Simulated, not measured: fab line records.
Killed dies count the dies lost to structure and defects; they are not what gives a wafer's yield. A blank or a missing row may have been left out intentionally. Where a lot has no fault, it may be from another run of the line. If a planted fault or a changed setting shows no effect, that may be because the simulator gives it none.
Which tool was responsible? | flow sky130 | 36 wafers from 12 lots sampled at 5 of the route's 708 steps

## WHAT THE GAUGES READ, wafer by wafer
SKY_CAPM_OVL_MEAS_12.
lot  | measured     | on         | CAPM_OVL (nm)
L544 | day 37 04:49 | overlay-01 | -1.7 0.0 -0.1
L545 | day 37 17:40 | overlay-02 | 1.2 1.3 -0.1
L546 | day 37 23:49 | overlay-02 | 0.2 2.5 0.8
L547 | day 38 16:59 | overlay-02 | 1.3 -0.7 -0.4
L550 | day 39 11:43 | overlay-01 | -0.5 0.0 0.1
L551 | day 39 16:09 | overlay-01 | 4.0 1.1 0.2
L552 | day 40 01:55 | overlay-02 | 0.5 -2.2 0.0
L553 | day 40 12:07 | overlay-01 | 2.7 1.5 2.6
L556 | day 41 06:15 | overlay-01 | 1.8 1.8 1.3
L563 | day 43 09:46 | overlay-02 | 0.2 0.0 2.3
L564 | day 43 21:35 | overlay-01 | 1.3 0.8 -0.8
L566 | day 44 02:40 | overlay-01 | 0.2 0.0 0.4

SKY_VIA3_BOW_MEAS_03.
lot  | measured     | on            | VIA3_BOW (um)
L544 | day 38 09:19 | film metro-01 | 88 70 65
L545 | day 38 21:24 | film metro-01 | 88 87 89
L546 | day 39 03:08 | film metro-03 | 71 74 79
L547 | day 39 21:01 | film metro-02 | 97 90 84
L550 | day 40 14:45 | film metro-03 | 72 73 74
L551 | day 40 18:55 | film metro-02 | 69 69 89
L552 | day 41 04:55 | film metro-01 | 89 79 83
L553 | day 41 14:35 | film metro-03 | 90 85 90
L556 | day 42 07:50 | film metro-03 | 68 90 78
L563 | day 44 10:56 | film metro-02 | 82 86 88
L564 | day 44 22:53 | film metro-03 | 82 79 77
L566 | day 45 03:34 | film metro-03 | 76 93 102

SKY_CAP2M_THK_MEAS_01.
lot  | measured     | on            | CAP2M_CVD_00_THK (nm)
L544 | day 39 12:30 | film metro-01 | 15.43 15.60 15.65
L545 | day 40 00:09 | film metro-04 | 15.15 15.51 15.25
L546 | day 40 05:34 | film metro-03 | 15.68 15.53 15.75
L547 | day 40 23:41 | film metro-04 | 15.49 15.31 15.38
L550 | day 41 17:15 | film metro-01 | 15.06 15.17 15.47
L551 | day 41 21:04 | film metro-03 | 15.20 15.29 15.64
L552 | day 42 06:43 | film metro-01 | 15.08 15.35 15.61
L553 | day 42 16:00 | film metro-04 | 15.57 15.90 15.29
L556 | day 43 08:55 | film metro-04 | 14.99 15.17 15.49
L563 | day 45 10:01 | film metro-01 | 24.40 24.56 24.79
L564 | day 45 22:31 | film metro-03 | 23.96 23.95 23.74
L566 | day 46 03:11 | film metro-04 | 15.30 15.48 15.50

## WHAT TOOL EACH LOT RAN ON (gives the tool, then ch and the chambers of the sampled wafers, and finally the start)
lot  | SKY_VIA3_SPUTTER_20          | SKY_CAP2M_CVD_00
L544 | pvd sputter-01, day 39 11:40 | pecvd-03 ch 0,1,2, day 39 12:29
L545 | pvd sputter-03, day 39 23:18 | pecvd-04 ch 1,2, day 40 00:07
L546 | pvd sputter-02, day 40 04:44 | pecvd-02 ch 0,1,2, day 40 05:33
L547 | pvd sputter-02, day 40 22:51 | pecvd-03 ch 0,1,2, day 40 23:40
L550 | pvd sputter-01, day 41 16:25 | pecvd-03 ch 0,1,2, day 41 17:14
L551 | pvd sputter-01, day 41 20:13 | pecvd-03 ch 0,1, day 41 21:02
L552 | pvd sputter-02, day 42 05:53 | pecvd-03 ch 0,1,2, day 42 06:42
L553 | pvd sputter-03, day 42 14:58 | pecvd-04 ch 0,1, day 42 15:58
L556 | pvd sputter-03, day 43 08:04 | pecvd-03 ch 0,1,2, day 43 08:53
L563 | pvd sputter-01, day 45 09:11 | pecvd-03 ch 0,1, day 45 10:00
L564 | pvd sputter-03, day 45 21:40 | pecvd-03 ch 0,1,2, day 45 22:29
L566 | pvd sputter-01, day 46 02:17 | pecvd-04 ch 0,1,2, day 46 03:10
- SKY_VIA3_SPUTTER_20: material TiN, target thk 20 nm, time 80 s.
- SKY_CAP2M_CVD_00: deposits SiO2, target thk 15.5 nm.

## AS READ BY THE TOOLS THEMSELVES (means over the sampled wafers that have a number; for cases with no such wafer, the mark the record gives instead)
SKY_VIA3_SPUTTER_20.
lot  | tool           | throttle valve pct (%)
L544 | pvd sputter-01 | 29.6
L545 | pvd sputter-03 | 29.7
L546 | pvd sputter-02 | 29.8
L547 | pvd sputter-02 | 29.7
L550 | pvd sputter-01 | 29.9
L551 | pvd sputter-01 | 29.6
L552 | pvd sputter-02 | 29.3
L553 | pvd sputter-03 | 30.1
L556 | pvd sputter-03 | 30.4
L563 | pvd sputter-01 | 30.0
L564 | pvd sputter-03 | 30.3
L566 | pvd sputter-01 | 29.6

SKY_CAP2M_CVD_00.
lot  | tool     | heater power w (W)
L544 | pecvd-03 | 763
L545 | pecvd-04 | 760
L546 | pecvd-02 | 644
L547 | pecvd-03 | 767
L550 | pecvd-03 | 685
L551 | pecvd-03 | 591
L552 | pecvd-03 | 754
L553 | pecvd-04 | 749
L556 | pecvd-03 | 732
L563 | pecvd-03 | 629
L564 | pecvd-03 | 762
L566 | pecvd-04 | 792

## THE ANSWER, worked out from the rows above alone
Rule: usual is defined by the lots themselves. The widest of any qualifying gaps counts: lots, ordered by their means at a reading, are off when they make up no more than a third of the lots, leave a main group of 4 or more, and stand apart from it by 3 or more times the standard deviation of that group's means. A main group is skipped when, at the precision printed for the reading in the tables above, its means are all equal. Also off: a lot with no number at a reading for which 4 or more lots have one. Where the step has rows for the other lots, those lots are counted as sound. The gauges are gone through in route order, then the tools' own readings, and for those a lot's mean is taken as printed above. The first step at which some lot is off is used, and at that step the reading that is off furthest; a lot without a number counts as furthest.
Off: at SKY_CAP2M_THK_MEAS_01 (CAP2M_CVD_00_THK), L563, L564. The main group has a mean of 15.41 nm with a standard deviation of 0.14.
If a tool, at a process step before that reading, ran all the lots that are off and no sound lot after the first of them, it fits. The gauges at SKY_CAP2M_THK_MEAS_01 are tried like those tools. One candidate fits, namely pecvd-03 at SKY_CAP2M_CVD_00. A fault onset in the window from L556 (day 43 08:53, its last sound lot) to L563 (day 45 10:00, its first lot off) fits.

## WHAT HAD BEEN PUT IN BY THE SIMULATOR
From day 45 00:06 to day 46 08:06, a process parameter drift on pecvd-03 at SKY_CAP2M_CVD_00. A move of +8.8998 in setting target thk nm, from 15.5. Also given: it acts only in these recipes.
Lots struck among those shown: L563, L564. The same result came from the rule above.
